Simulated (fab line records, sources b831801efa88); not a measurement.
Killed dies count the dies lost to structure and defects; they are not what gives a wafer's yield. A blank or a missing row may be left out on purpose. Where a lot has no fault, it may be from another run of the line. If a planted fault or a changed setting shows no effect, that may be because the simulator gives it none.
fab line records -- flow gf180mcu -- part 1 of 2: steps 1 to 27 of 37
record: lots: 5, wafers: 15, lastDay: 34
route steps=602 shown LVPWELL@62 MVSD@66 MVPSD@78 VT_IMPLANT@90
lots that met no fault: from a run of the same line without faults
startH: hours from the record's first day to the start of the lot's first wafer shown -- waitH: hours since the lot's step before -- " unchanged from the row above -- L1.1+2: one row covering several wafers at once -- - no value, or no start was given -- * or withheld: withheld -- < > ~ a bound
route shown NAME@n: names a module that has steps shown in the file, with the first one's number in the route -- usual: average and standard deviation across the fault-free wafers -- same: alike in all rows -- chamber/n: place in a boat -- sites: readings site by site -- _std_site: their standard deviation -- _edge_site: outer sites' mean less inner sites' -- radiusMm: how far each site lies from the wafer's centre -- mask NAME#n: copy n -- behind: the last tool/chamber to shape the wafer -- hold: cause of the lot's hold/its duration in hours/its outcome -- device: the transistor (n, p or np) that didn't switch -- end of line: the same wafers' tests at the end of the route -- step lacking rows: just its recipe -- killed: count of dies lost to structure and defects at first sort (not the wafer's yield) -- map: per-die view of a wafer (x killed, . not killed, _ where there is no die)
set.NAME: the setting the step ran with; set.NAME@STEP: the setting that earlier step ran with -- model.NAME: the simulator's own value behind a step, which no gauge read
a table for each step, a row for each wafer; lots at some steps of the route
services: from which hour (startH, from the record's first day; less than 0 if before it) a tool's chamber was out of use, for how many hours, and why
== steps ==
step: GF_LVPWELL_IMPLANT_08
recipe: species: B, energyKev: 170, doseCm2: 1.5e+13, tiltDeg: 0
lot.wafer,tool,chamber,startH,waitH
L079.1+2+6,implanter-01,0,93.52,0.0
L081.1+3+6,implanter-03,0,116.57,0.0
L083.1+3+4,implanter-02,0,126.64,0.0
L093.2+3+4,implanter-03,0,180.06,0.0
L096.1+2+6,implanter-02,0,196.07,0.0
step: GF_LVPWELL_IMPLANT_09
recipe: species: B, energyKev: 60, doseCm2: 5e+12, tiltDeg: 0
lot.wafer,tool,chamber,startH,waitH
L079.1+2+6,implanter-01,0,93.67,0.1
L081.1+3+6,implanter-03,0,116.72,0.1
L083.1+3+4,implanter-02,0,126.79,0.1
L093.2+3+4,implanter-03,0,180.21,0.1
L096.1+2+6,implanter-02,0,196.22,0.1
step: GF_LVPWELL_STRIP_10
recipe: chemistry: O2/N2, powerW: 1400, pressureMtorr: 1500, platenTempC: 250, o2FlowSccm: 3000, n2FlowSccm: 300, overashFraction: 0.5
usual: drypumpMotorCurrentA: 5.8/0.34, heaterPowerW: 319/36, n2FlowSccm: 299.9/0.93, oesProductAu: 0.722/0.0046, stripTimeToEndpointS: 37.00/0.09
lot.wafer,tool,chamber,startH,waitH,drypumpMotorCurrentA,heaterPowerW,n2FlowSccm,oesProductAu,rfHoursCounterH,stripTimeToEndpointS
L079.1,plasmaAsher-04,0,93.82,0.1,5.6,354,299.4,0.728,43,37.02
L079.2,plasmaAsher-04,1,93.82,0.1,6.2,264,300.6,0.725,43,36.94
L079.6,plasmaAsher-04,0,93.82,0.1,5.6,341,299.6,0.732,-,37.08
L081.1,plasmaAsher-04,0,116.87,0.1,5.6,352,299.1,0.721,46,37.03
L081.3,plasmaAsher-04,0,116.87,0.1,5.6,348,298.1,0.723,-,37.05
L081.6,plasmaAsher-04,0,116.87,0.1,5.6,347,299.1,0.723,-,37.03
L083.1,plasmaAsher-01,0,126.94,0.1,5.7,305,300.5,0.721,32,36.97
L083.3,plasmaAsher-01,1,126.94,0.1,6.1,359,300.2,0.721,-,36.91
L083.4,plasmaAsher-01,0,126.94,0.1,5.7,313,301.6,0.727,-,36.88
L093.2,plasmaAsher-04,0,180.33,0.1,5.5,340,299.7,0.727,53,37.03
L093.3,plasmaAsher-04,0,180.33,0.1,5.5,347,301.1,0.722,-,37.05
L093.4,plasmaAsher-04,1,180.33,0.1,6.3,272,300.5,0.727,-,37.04
L096.1,plasmaAsher-04,0,196.37,0.1,5.6,349,301.0,0.727,54,37.10
L096.2,plasmaAsher-04,1,196.37,0.1,6.2,270,297.9,0.720,54,37.13
L096.6,plasmaAsher-04,1,196.37,0.1,6.2,272,299.8,0.727,-,37.13
step: GF_LVPWELL_TW_MEAS_11
usual: LVPWELL_TW: 561.5/2.7
lot.wafer,tool,chamber,startH,waitH,LVPWELL_TW
L079.1,filmMetro-01,-,93.92,0.1,560.6
L079.2,filmMetro-01,-,93.92,0.1,560.5
L079.6,filmMetro-01,-,93.92,0.1,560.5
L081.1,filmMetro-01,-,116.97,0.1,558.5
L081.3,filmMetro-01,-,116.97,0.1,559.4
L081.6,filmMetro-01,-,116.97,0.1,555.7
L083.1,filmMetro-01,-,127.04,0.1,558.3
L083.3,filmMetro-01,-,127.04,0.1,559.6
L083.4,filmMetro-01,-,127.04,0.1,559.7
L093.2,filmMetro-04,-,180.44,0.1,557.1
L093.3,filmMetro-04,-,180.44,0.1,560.6
L093.4,filmMetro-04,-,180.44,0.1,559.3
L096.1,filmMetro-04,-,196.47,0.1,560.5
L096.2,filmMetro-04,-,196.47,0.1,561.5
L096.6,filmMetro-04,-,196.47,0.1,557.5
step: GF_MVSD_DEHYDRATE_00
recipe: tempC: 200, timeS: 60
usual: exhaustPa: 45.1/0.87, plateTempC: 200.00/0.16
lot.wafer,tool,chamber,startH,waitH,exhaustPa,plateTempC
L079.1,lithoTrack-04,0,100.63,6.7,45.6,200.10
L079.2,lithoTrack-04,0,100.63,6.7,45.0,200.02
L079.6,lithoTrack-04,0,100.63,6.7,45.2,199.94
L081.1,lithoTrack-04,0,123.93,7.0,46.1,199.94
L081.3,lithoTrack-04,0,123.93,7.0,45.4,199.68
L081.6,lithoTrack-04,0,123.93,7.0,44.7,199.56
L083.1,lithoTrack-02,0,133.41,6.4,45.9,199.75
L083.3,lithoTrack-02,0,133.41,6.4,45.7,200.07
L083.4,lithoTrack-02,0,133.41,6.4,45.5,199.80
L093.2,lithoTrack-02,0,188.28,7.8,44.0,200.12
L093.3,lithoTrack-02,0,188.28,7.8,44.7,199.96
L093.4,lithoTrack-02,0,188.28,7.8,44.3,200.25
L096.1,lithoTrack-01,0,204.45,8.0,45.9,199.90
L096.2,lithoTrack-01,0,204.45,8.0,45.4,199.99
L096.6,lithoTrack-01,0,204.45,8.0,44.8,200.23
step: GF_MVSD_HMDS_01
recipe: primeTimeS: 60, primeTempC: 120
usual: exhaustPa: 45.1/0.98
lot.wafer,tool,chamber,startH,waitH,exhaustPa
L079.1,lithoTrack-04,0,100.78,0.1,46.1
L079.2,lithoTrack-04,0,100.78,0.1,45.7
L079.6,lithoTrack-04,0,100.78,0.1,45.8
L081.1,lithoTrack-04,0,124.08,0.1,45.7
L081.3,lithoTrack-04,0,124.08,0.1,45.7
L081.6,lithoTrack-04,0,124.08,0.1,47.1
L083.1,lithoTrack-02,0,133.56,0.1,44.6
L083.3,lithoTrack-02,0,133.56,0.1,45.7
L083.4,lithoTrack-02,0,133.56,0.1,43.2
L093.2,lithoTrack-02,0,188.43,0.1,45.1
L093.3,lithoTrack-02,0,188.43,0.1,45.9
L093.4,lithoTrack-02,0,188.43,0.1,45.5
L096.1,lithoTrack-01,0,204.60,0.1,45.3
L096.2,lithoTrack-01,0,204.60,0.1,45.5
L096.6,lithoTrack-01,0,204.60,0.1,45.2
step: GF_MVSD_COAT_02
recipe: spinRpm: 2000, resistThkNm: 3000
usual: exhaustPa: 45.0/0.84
lot.wafer,tool,chamber,startH,waitH,exhaustPa
L079.1,lithoTrack-04,0,100.93,0.1,44.7
L079.2,lithoTrack-04,0,100.93,0.1,44.3
L079.6,lithoTrack-04,0,100.93,0.1,45.1
L081.1,lithoTrack-04,0,124.23,0.1,46.4
L081.3,lithoTrack-04,0,124.23,0.1,44.4
L081.6,lithoTrack-04,0,124.23,0.1,45.6
L083.1,lithoTrack-02,0,133.71,0.1,44.6
L083.3,lithoTrack-02,0,133.71,0.1,45.1
L083.4,lithoTrack-02,0,133.71,0.1,46.0
L093.2,lithoTrack-02,0,188.58,0.1,44.1
L093.3,lithoTrack-02,0,188.58,0.1,44.8
L093.4,lithoTrack-02,0,188.58,0.1,44.0
L096.1,lithoTrack-01,0,204.75,0.1,44.1
L096.2,lithoTrack-01,0,204.75,0.1,44.5
L096.6,lithoTrack-01,0,204.75,0.1,42.5
step: GF_MVSD_SOFTBAKE_03
recipe: tempC: 110, timeS: withheld
usual: exhaustPa: 45.0/0.95, plateTempC: 110.01/0.13
lot.wafer,tool,chamber,startH,waitH,exhaustPa,plateTempC
L079.1,lithoTrack-04,0,101.08,0.1,45.0,109.99
L079.2,lithoTrack-04,0,101.08,0.1,44.6,109.95
L079.6,lithoTrack-04,0,101.08,0.1,45.7,109.96
L081.1,lithoTrack-04,0,124.38,0.1,44.3,109.96
L081.3,lithoTrack-04,0,124.38,0.1,45.7,109.97
L081.6,lithoTrack-04,0,124.38,0.1,43.5,109.99
L083.1,lithoTrack-02,0,133.86,0.1,45.6,109.89
L083.3,lithoTrack-02,0,133.86,0.1,45.2,110.18
L083.4,lithoTrack-02,0,133.86,0.1,45.3,110.10
L093.2,lithoTrack-02,0,188.74,0.1,46.0,109.91
L093.3,lithoTrack-02,0,188.74,0.1,45.1,110.04
L093.4,lithoTrack-02,0,188.74,0.1,44.8,109.83
L096.1,lithoTrack-01,0,204.90,0.1,45.8,109.96
L096.2,lithoTrack-01,0,204.90,0.1,45.5,110.06
L096.6,lithoTrack-01,0,204.90,0.1,46.0,109.88
step: GF_MVSD_EXPOSE_04
recipe: maskId: MVSD, targetCdNm: 1000, na: 0.6, sourceShape: conventional, sigmaOuter: 0.6, doseMj: 260
same: sigmaOuter: 0.6
lot.wafer,tool,chamber,startH,waitH,mask
L079.1+2+6,ilineStepper-01,0,-,-,MVSD#0
L081.1+3+6,ilineStepper-01,0,-,-,MVSD#0
L083.1+3+4,ilineStepper-02,0,-,-,MVSD#0
L093.2+3+4,ilineStepper-02,0,-,-,MVSD#0
L096.1+2+6,ilineStepper-01,0,-,-,MVSD#0
step: GF_MVSD_PEB_05
recipe: tempC: 115, timeS: withheld
usual: exhaustPa: 45.1/0.85, plateTempC: 115.03/0.12
lot.wafer,tool,chamber,startH,waitH,exhaustPa,plateTempC
L079.1,lithoTrack-02,0,-,-,44.8,114.89
L079.2,lithoTrack-02,0,-,-,45.1,115.01
L079.6,lithoTrack-02,0,-,-,45.0,114.84
L081.1,lithoTrack-04,0,-,-,44.6,115.06
L081.3,lithoTrack-04,0,-,-,42.5,115.16
L081.6,lithoTrack-04,0,-,-,44.3,115.11
L083.1,lithoTrack-02,0,-,-,45.2,115.04
L083.3,lithoTrack-02,0,-,-,45.4,115.01
L083.4,lithoTrack-02,0,-,-,45.3,114.93
L093.2,lithoTrack-04,0,-,-,44.9,115.20
L093.3,lithoTrack-04,0,-,-,45.7,115.31
L093.4,lithoTrack-04,0,-,-,45.9,115.12
L096.1,lithoTrack-02,0,-,-,44.2,114.96
L096.2,lithoTrack-02,0,-,-,46.1,114.91
L096.6,lithoTrack-02,0,-,-,45.3,115.02
step: GF_MVSD_DEVELOP_06
recipe: wallAngleDeg: 90, developTimeS: 60, devTempC: 23
usual: exhaustPa: 45.1/0.86
lot.wafer,tool,chamber,startH,waitH,exhaustPa
L079.1,lithoTrack-02,0,-,-,45.7
L079.2,lithoTrack-02,0,-,-,45.0
L079.6,lithoTrack-02,0,-,-,44.4
L081.1,lithoTrack-04,0,-,-,45.7
L081.3,lithoTrack-04,0,-,-,46.1
L081.6,lithoTrack-04,0,-,-,44.8
L083.1,lithoTrack-02,0,-,-,46.1
L083.3,lithoTrack-02,0,-,-,44.1
L083.4,lithoTrack-02,0,-,-,45.5
L093.2,lithoTrack-04,0,-,-,43.6
L093.3,lithoTrack-04,0,-,-,43.0
L093.4,lithoTrack-04,0,-,-,44.7
L096.1,lithoTrack-02,0,-,-,45.6
L096.2,lithoTrack-02,0,-,-,46.2
L096.6,lithoTrack-02,0,-,-,44.9
step: GF_MVSD_OVL_MEAS_07
usual: MVSD_OVL: -1.3/1.4
lot.wafer,tool,chamber,startH,waitH,MVSD_OVL[nm]
L079.1,overlay-01,-,108.16,-,-1.2
L079.2,overlay-01,-,108.16,-,-1.5
L079.6,overlay-01,-,108.16,-,-1.2
L081.1,overlay-01,-,131.78,-,-1.2
L081.3,overlay-01,-,131.78,-,-0.6
L081.6,overlay-01,-,131.78,-,-0.6
L083.1,overlay-02,-,141.26,-,-4.6
L083.3,overlay-02,-,141.26,-,-3.8
L083.4,overlay-02,-,141.26,-,-1.3
L093.2,overlay-01,-,197.34,-,1.2
L093.3,overlay-01,-,197.34,-,0.5
L093.4,overlay-01,-,197.34,-,-0.3
L096.1,overlay-02,-,213.36,-,-1.3
L096.2,overlay-02,-,213.36,-,0.4
L096.6,overlay-02,-,213.36,-,0.6
step: GF_MVSD_IMPLANT_08
recipe: species: P, energyKev: 400, doseCm2: 1.6e+13, tiltDeg: 0
lot.wafer,tool,chamber,startH,waitH
L079.1+2+6,implanter-01,0,108.19,0.0
L081.1+3+6,implanter-01,0,131.82,0.0
L083.1+3+4,implanter-01,0,141.29,0.0
L093.2+3+4,implanter-01,0,197.39,0.0
L096.1+2+6,implanter-01,0,213.39,0.0
step: GF_MVSD_IMPLANT_09
recipe: species: P, energyKev: 100, doseCm2: 5e+12, tiltDeg: 0
lot.wafer,tool,chamber,startH,waitH
L079.1+2+6,implanter-01,0,108.34,0.1
L081.1+3+6,implanter-01,0,131.97,0.1
L083.1+3+4,implanter-01,0,141.44,0.1
L093.2+3+4,implanter-01,0,197.54,0.1
L096.1+2+6,implanter-01,0,213.54,0.1
step: GF_MVSD_STRIP_10
recipe: chemistry: O2/N2, powerW: 1400, pressureMtorr: 1500, platenTempC: 250, o2FlowSccm: 3000, n2FlowSccm: 300, overashFraction: 0.5
usual: drypumpMotorCurrentA: 5.92/0.26, heaterPowerW: 327/44, n2FlowSccm: 300.0/0.88, oesProductAu: 0.722/0.0049, stripTimeToEndpointS: 36.97/0.089
lot.wafer,tool,chamber,startH,waitH,drypumpMotorCurrentA,heaterPowerW,n2FlowSccm,oesProductAu,rfHoursCounterH,stripTimeToEndpointS
L079.1,plasmaAsher-04,1,108.49,0.1,6.22,273,299.6,0.721,44,36.89
L079.2,plasmaAsher-04,0,108.49,0.1,5.52,345,300.1,0.723,44,36.96
L079.6,plasmaAsher-04,1,108.49,0.1,6.26,271,300.0,0.725,-,36.98
L081.1,plasmaAsher-01,1,132.12,0.1,6.05,353,298.1,0.732,33,36.91
L081.3,plasmaAsher-01,0,132.12,0.1,5.71,300,298.8,0.722,-,37.07
L081.6,plasmaAsher-01,0,132.12,0.1,5.69,313,298.7,0.726,-,36.92
L083.1,plasmaAsher-01,1,141.59,0.1,6.07,349,300.7,0.724,34,36.96
L083.3,plasmaAsher-01,1,141.59,0.1,6.04,346,300.3,0.723,-,36.95
L083.4,plasmaAsher-01,0,141.59,0.1,5.73,304,299.3,0.715,-,36.90
L093.2,plasmaAsher-04,0,197.67,0.1,5.53,351,299.9,0.724,54,37.02
L093.3,plasmaAsher-04,0,197.67,0.1,5.56,352,299.4,0.722,-,36.86
L093.4,plasmaAsher-04,1,197.67,0.1,6.25,269,300.7,0.725,-,37.08
L096.1,plasmaAsher-02,1,213.69,0.1,6.19,290,300.0,0.718,11,37.01
L096.2,plasmaAsher-02,0,213.69,0.1,5.95,403,299.4,0.726,11,37.05
L096.6,plasmaAsher-02,1,213.69,0.1,6.19,290,299.7,0.717,-,37.01
step: GF_MVSD_TW_MEAS_11
usual: MVSD_TW: 1585/9.2
lot.wafer,tool,chamber,startH,waitH,MVSD_TW
L079.1,filmMetro-01,-,108.59,0.1,1581
L079.2,filmMetro-01,-,108.59,0.1,1579
L079.6,filmMetro-01,-,108.59,0.1,1579
L081.1,filmMetro-03,-,132.22,0.1,1587
L081.3,filmMetro-03,-,132.22,0.1,1595
L081.6,filmMetro-03,-,132.22,0.1,1582
L083.1,filmMetro-03,-,141.69,0.1,1590
L083.3,filmMetro-03,-,141.69,0.1,1578
L083.4,filmMetro-03,-,141.69,0.1,1576
L093.2,filmMetro-04,-,197.78,0.1,1575
L093.3,filmMetro-04,-,197.78,0.1,1584
L093.4,filmMetro-04,-,197.78,0.1,1573
L096.1,filmMetro-01,-,213.79,0.1,1604
L096.2,filmMetro-01,-,213.79,0.1,1600
L096.6,filmMetro-01,-,213.79,0.1,1599
step: GF_MVPSD_DEHYDRATE_00
recipe: tempC: 200, timeS: 60
usual: exhaustPa: 45.0/0.85, plateTempC: 200.02/0.15
lot.wafer,tool,chamber,startH,waitH,exhaustPa,plateTempC
L079.1,lithoTrack-03,0,115.53,6.9,43.0,200.16
L079.2,lithoTrack-03,0,115.53,6.9,44.3,200.16
L079.6,lithoTrack-03,0,115.53,6.9,43.0,200.01
L081.1,lithoTrack-03,0,138.38,6.2,44.9,200.08
L081.3,lithoTrack-03,0,138.38,6.2,44.8,199.75
L081.6,lithoTrack-03,0,138.38,6.2,44.9,200.07
L083.1,lithoTrack-04,0,148.38,6.7,45.0,199.94
L083.3,lithoTrack-04,0,148.38,6.7,44.9,200.05
L083.4,lithoTrack-04,0,148.38,6.7,44.8,199.90
L093.2,lithoTrack-03,0,205.80,8.0,44.4,199.93
L093.3,lithoTrack-03,0,205.80,8.0,44.9,199.90
L093.4,lithoTrack-03,0,205.80,8.0,45.1,200.10
L096.1,lithoTrack-01,0,222.05,8.2,45.3,199.80
L096.2,lithoTrack-01,0,222.05,8.2,44.7,199.99
L096.6,lithoTrack-01,0,222.05,8.2,44.9,200.13
step: GF_MVPSD_HMDS_01
recipe: primeTimeS: 60, primeTempC: 120
usual: exhaustPa: 45.0/1
lot.wafer,tool,chamber,startH,waitH,exhaustPa
L079.1,lithoTrack-03,0,115.68,0.1,44.8
L079.2,lithoTrack-03,0,115.68,0.1,43.9
L079.6,lithoTrack-03,0,115.68,0.1,44.0
L081.1,lithoTrack-03,0,138.53,0.1,44.9
L081.3,lithoTrack-03,0,138.53,0.1,45.2
L081.6,lithoTrack-03,0,138.53,0.1,45.8
L083.1,lithoTrack-04,0,148.53,0.1,44.6
L083.3,lithoTrack-04,0,148.53,0.1,43.5
L083.4,lithoTrack-04,0,148.53,0.1,43.8
L093.2,lithoTrack-03,0,205.95,0.1,45.2
L093.3,lithoTrack-03,0,205.95,0.1,45.0
L093.4,lithoTrack-03,0,205.95,0.1,44.9
L096.1,lithoTrack-01,0,222.20,0.1,46.0
L096.2,lithoTrack-01,0,222.20,0.1,45.3
L096.6,lithoTrack-01,0,222.20,0.1,46.1
step: GF_MVPSD_COAT_02
recipe: spinRpm: 2000, resistThkNm: 3000
usual: exhaustPa: 45.1/0.83
lot.wafer,tool,chamber,startH,waitH,exhaustPa
L079.1,lithoTrack-03,0,115.83,0.1,44.4
L079.2,lithoTrack-03,0,115.83,0.1,45.9
L079.6,lithoTrack-03,0,115.83,0.1,45.7
L081.1,lithoTrack-03,0,138.68,0.1,45.8
L081.3,lithoTrack-03,0,138.68,0.1,45.2
L081.6,lithoTrack-03,0,138.68,0.1,43.3
L083.1,lithoTrack-04,0,148.68,0.1,44.5
L083.3,lithoTrack-04,0,148.68,0.1,44.8
L083.4,lithoTrack-04,0,148.68,0.1,44.9
L093.2,lithoTrack-03,0,206.10,0.1,43.4
L093.3,lithoTrack-03,0,206.10,0.1,44.4
L093.4,lithoTrack-03,0,206.10,0.1,45.2
L096.1,lithoTrack-01,0,222.35,0.1,44.9
L096.2,lithoTrack-01,0,222.35,0.1,45.5
L096.6,lithoTrack-01,0,222.35,0.1,44.9
step: GF_MVPSD_SOFTBAKE_03
recipe: tempC: 110, timeS: withheld
usual: exhaustPa: 45.1/0.78, plateTempC: 110.01/0.13
lot.wafer,tool,chamber,startH,waitH,exhaustPa,plateTempC
L079.1,lithoTrack-03,0,115.98,0.1,45.1,110.03
L079.2,lithoTrack-03,0,115.98,0.1,46.9,109.99
L079.6,lithoTrack-03,0,115.98,0.1,46.0,110.05
L081.1,lithoTrack-03,0,138.83,0.1,45.0,110.02
L081.3,lithoTrack-03,0,138.83,0.1,46.7,110.02
L081.6,lithoTrack-03,0,138.83,0.1,45.7,109.94
L083.1,lithoTrack-04,0,148.83,0.1,44.7,109.98
L083.3,lithoTrack-04,0,148.83,0.1,43.5,110.00
L083.4,lithoTrack-04,0,148.83,0.1,45.2,110.07
L093.2,lithoTrack-03,0,206.26,0.1,44.4,109.96
L093.3,lithoTrack-03,0,206.26,0.1,45.6,110.09
L093.4,lithoTrack-03,0,206.26,0.1,44.8,109.89
L096.1,lithoTrack-01,0,222.50,0.1,45.7,110.05
L096.2,lithoTrack-01,0,222.50,0.1,46.1,110.13
L096.6,lithoTrack-01,0,222.50,0.1,45.4,110.17
step: GF_MVPSD_EXPOSE_04
recipe: maskId: MVPSD, targetCdNm: 1000, na: 0.6, sourceShape: conventional, sigmaOuter: 0.6, doseMj: 260
same: sigmaOuter: 0.6
lot.wafer,tool,chamber,startH,waitH,mask
L079.1+2+6,ilineStepper-01,0,-,-,MVPSD#0
L081.1+3+6,ilineStepper-01,0,-,-,MVPSD#0
L083.1+3+4,ilineStepper-01,0,-,-,MVPSD#0
L093.2+3+4,ilineStepper-01,0,-,-,MVPSD#0
L096.1+2+6,ilineStepper-01,0,-,-,MVPSD#0
step: GF_MVPSD_PEB_05
recipe: tempC: 115, timeS: withheld
usual: exhaustPa: 44.8/0.82, plateTempC: 115.01/0.13
lot.wafer,tool,chamber,startH,waitH,exhaustPa,plateTempC
L079.1,lithoTrack-01,0,-,-,45.4,115.07
L079.2,lithoTrack-01,0,-,-,44.5,114.93
L079.6,lithoTrack-01,0,-,-,45.5,115.15
L081.1,lithoTrack-03,0,-,-,45.1,114.90
L081.3,lithoTrack-03,0,-,-,43.3,115.20
L081.6,lithoTrack-03,0,-,-,44.8,114.83
L083.1,lithoTrack-01,0,-,-,45.4,114.98
L083.3,lithoTrack-01,0,-,-,45.1,115.11
L083.4,lithoTrack-01,0,-,-,45.7,115.07
L093.2,lithoTrack-03,0,-,-,45.5,114.90
L093.3,lithoTrack-03,0,-,-,46.2,114.95
L093.4,lithoTrack-03,0,-,-,45.4,114.90
L096.1,lithoTrack-01,0,-,-,44.9,115.06
L096.2,lithoTrack-01,0,-,-,45.5,114.98
L096.6,lithoTrack-01,0,-,-,46.4,114.93
step: GF_MVPSD_DEVELOP_06
recipe: wallAngleDeg: 90, developTimeS: 60, devTempC: 23
usual: exhaustPa: 45.0/0.83
lot.wafer,tool,chamber,startH,waitH,exhaustPa
L079.1,lithoTrack-01,0,-,-,46.1
L079.2,lithoTrack-01,0,-,-,46.6
L079.6,lithoTrack-01,0,-,-,44.6
L081.1,lithoTrack-03,0,-,-,44.6
L081.3,lithoTrack-03,0,-,-,44.4
L081.6,lithoTrack-03,0,-,-,44.1
L083.1,lithoTrack-01,0,-,-,45.8
L083.3,lithoTrack-01,0,-,-,45.2
L083.4,lithoTrack-01,0,-,-,45.0
L093.2,lithoTrack-03,0,-,-,44.7
L093.3,lithoTrack-03,0,-,-,44.5
L093.4,lithoTrack-03,0,-,-,43.7
L096.1,lithoTrack-01,0,-,-,45.9
L096.2,lithoTrack-01,0,-,-,45.2
L096.6,lithoTrack-01,0,-,-,44.3
step: GF_MVPSD_OVL_MEAS_07
usual: MVPSD_OVL: -0.4/1.6
lot.wafer,tool,chamber,startH,waitH,MVPSD_OVL[nm]
L079.1,overlay-02,-,123.20,-,-0.6
L079.2,overlay-02,-,123.20,-,1.1
L079.6,overlay-02,-,123.20,-,-1.8
L081.1,overlay-01,-,146.28,-,0.4
L081.3,overlay-01,-,146.28,-,-0.3
L081.6,overlay-01,-,146.28,-,0.3
L083.1,overlay-02,-,156.45,-,-2.2
L083.3,overlay-02,-,156.45,-,-2.3
L083.4,overlay-02,-,156.45,-,-2.6
L093.2,overlay-01,-,215.13,-,2.3
L093.3,overlay-01,-,215.13,-,0.2
L093.4,overlay-01,-,215.13,-,1.6
L096.1,overlay-02,-,231.05,-,-0.9
L096.2,overlay-02,-,231.05,-,-2.1
L096.6,overlay-02,-,231.05,-,-3.3
step: GF_MVPSD_IMPLANT_08
recipe: species: B, energyKev: 170, doseCm2: 1.5e+13, tiltDeg: 0
lot.wafer,tool,chamber,startH,waitH
L079.1+2+6,implanter-04,0,123.24,0.0
L081.1+3+6,implanter-04,0,146.32,0.0
L083.1+3+4,implanter-04,0,156.77,0.3
L093.2+3+4,implanter-03,0,215.19,0.0
L096.1+2+6,implanter-04,0,231.08,0.0
step: GF_MVPSD_IMPLANT_09
recipe: species: B, energyKev: 40, doseCm2: 5e+12, tiltDeg: 0
lot.wafer,tool,chamber,startH,waitH
L079.1+2+6,implanter-04,0,123.39,0.1
L081.1+3+6,implanter-04,0,146.47,0.1
L083.1+3+4,implanter-04,0,156.92,0.1
L093.2+3+4,implanter-03,0,215.34,0.1
L096.1+2+6,implanter-04,0,231.23,0.1
step: GF_MVPSD_STRIP_10
recipe: chemistry: O2/N2, powerW: 1400, pressureMtorr: 1500, platenTempC: 250, o2FlowSccm: 3000, n2FlowSccm: 300, overashFraction: 0.5
usual: drypumpMotorCurrentA: 5.8/0.34, heaterPowerW: 341/35, n2FlowSccm: 300.1/0.97, oesProductAu: 0.722/0.0042, stripTimeToEndpointS: 36.97/0.091
lot.wafer,tool,chamber,startH,waitH,drypumpMotorCurrentA,heaterPowerW,n2FlowSccm,oesProductAu,rfHoursCounterH,stripTimeToEndpointS
L079.1,plasmaAsher-03,0,123.54,0.1,5.5,348,300.3,0.718,49,36.96
L079.2,plasmaAsher-03,1,123.54,0.1,5.0,364,299.2,0.723,49,37.01
L079.6,plasmaAsher-03,0,123.54,0.1,5.5,347,300.6,0.733,-,36.92
L081.1,plasmaAsher-03,0,146.62,0.1,5.5,337,300.9,0.729,51,36.87
L081.3,plasmaAsher-03,1,146.62,0.1,5.1,361,300.0,0.719,-,36.82
L081.6,plasmaAsher-03,1,146.62,0.1,5.1,353,300.9,0.724,-,36.88
L083.1,plasmaAsher-02,0,157.07,0.1,5.9,404,298.2,0.723,4,36.96
L083.3,plasmaAsher-02,1,157.07,0.1,6.2,293,299.2,0.719,-,36.87
L083.4,plasmaAsher-02,0,157.07,0.1,5.9,411,298.7,0.725,-,36.83
L093.2,plasmaAsher-01,1,215.46,0.1,6.0,348,301.0,0.726,40,36.92
L093.3,plasmaAsher-01,1,215.46,0.1,6.0,355,299.4,0.721,-,36.95
L093.4,plasmaAsher-01,0,215.46,0.1,5.7,310,301.9,0.719,-,36.97
L096.1,plasmaAsher-03,1,231.38,0.1,5.1,353,299.5,0.720,60,36.88
L096.2,plasmaAsher-03,0,231.38,0.1,5.4,342,300.2,0.724,60,36.94
L096.6,plasmaAsher-03,1,231.38,0.1,5.1,349,301.4,0.720,-,36.96
